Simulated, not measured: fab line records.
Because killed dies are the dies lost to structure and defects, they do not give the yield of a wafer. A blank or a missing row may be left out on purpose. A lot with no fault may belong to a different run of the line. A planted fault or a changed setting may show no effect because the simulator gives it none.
8D (eight disciplines) problem report, filled in by code | flow gf180mcu | the parts of the form that need people (team, actions taken, sign-off) are left out

== 1. WHAT WENT WRONG ==
Mean of stripTimeToEndpointS at GF_M1_STRIP_17: 7.78 s across 6 wafers in 2 lots; on wafers with no fault it is 7.39 s (standard deviation 0.057). That is +6.8 standard deviations from the usual mean.
The step: strips in O2/N2.
Seen first at day 19 15:14 on plasmaAsher-03, wafer L484.1. The record has a number at this step for 39 wafers belonging to 13 lots. The rule behind "out" and "out of limits": a value lying over 4 standard deviations away from the usual mean. All remaining wafers that have a number are taken as sound.

== 2. WHAT IT IS AND WHAT IT IS NOT ==
question                    | is                             | is not
which readings at this step | stripTimeToEndpointS           | drypumpMotorCurrentA, heaterPowerW
which lots                  | L484, L485                     | L478, L479, L483, L490, L492, L493, L494, L495, L497, L498, L499
which wafers of those lots  | all that have a number         | -
read on which tools         | plasmaAsher-02, plasmaAsher-03 | plasmaAsher-04
when                        | from day 19 15:14              | up to then (9 sound wafers); but 24 sound wafers of L490, L492, L493, L494, L495, L497, L498, L499 came after

== 3. SUSPECTS, AND WHAT RULES EACH OUT ==
Counting: a tool at any process step up to the reading remains a suspect when it ran all the lots that are out and ran no sound lot after the first of those.
- lithoTrack-03 at GF_M1_COAT_09 (resist thk 1000 nm): kept. It ran every lot that is out, first L484 (day 19 03:00), and no sound lot after that; its last sound lot up to then is L479 (day 17 04:12).
The count leaves lithoTrack-03 at GF_M1_COAT_09.

== 4. THE CAUSE (what the simulator had put in) ==
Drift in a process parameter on lithoTrack-03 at GF_M1_COAT_09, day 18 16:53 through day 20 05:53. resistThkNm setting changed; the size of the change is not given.
Counting left only this tool.

== 5. THE CHAIN OF EFFECTS, in route order ==
One row per reading whose mean, taken over the struck wafers that have a number, lies over 3 standard deviations from the usual. Only readings for which the record gives a usual standard deviation are gone through. hours: the time from each lot's start at the first step in this table that gives one to its start at this step, as a median over the lots. sigmas: the change in usual standard deviations.
hours | step           | reading              | usual  | on struck wafers | change | sigmas
0     | GF_M1_STRIP_17 | stripTimeToEndpointS | 7.39 s | 7.78             | +0.39  | +6.8
Its process steps:
- GF_M1_STRIP_17: strips in O2/N2.
Later measuring or inspecting steps at which every struck wafer that the step has a row for has a number for every such reading, and none has moved that far: GF_V1_THK_MEAS_01.

== 6. HOW IT WOULD HAVE BEEN CAUGHT EARLIER ==
In this record the first reading out of limits was taken at day 19 15:14, 22 hours after the fault began at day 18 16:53.
By day 19 15:14, every lot that is out (2) had started GF_M1_COAT_09 on lithoTrack-03. Tool hold at that time: it would have spared none of them.
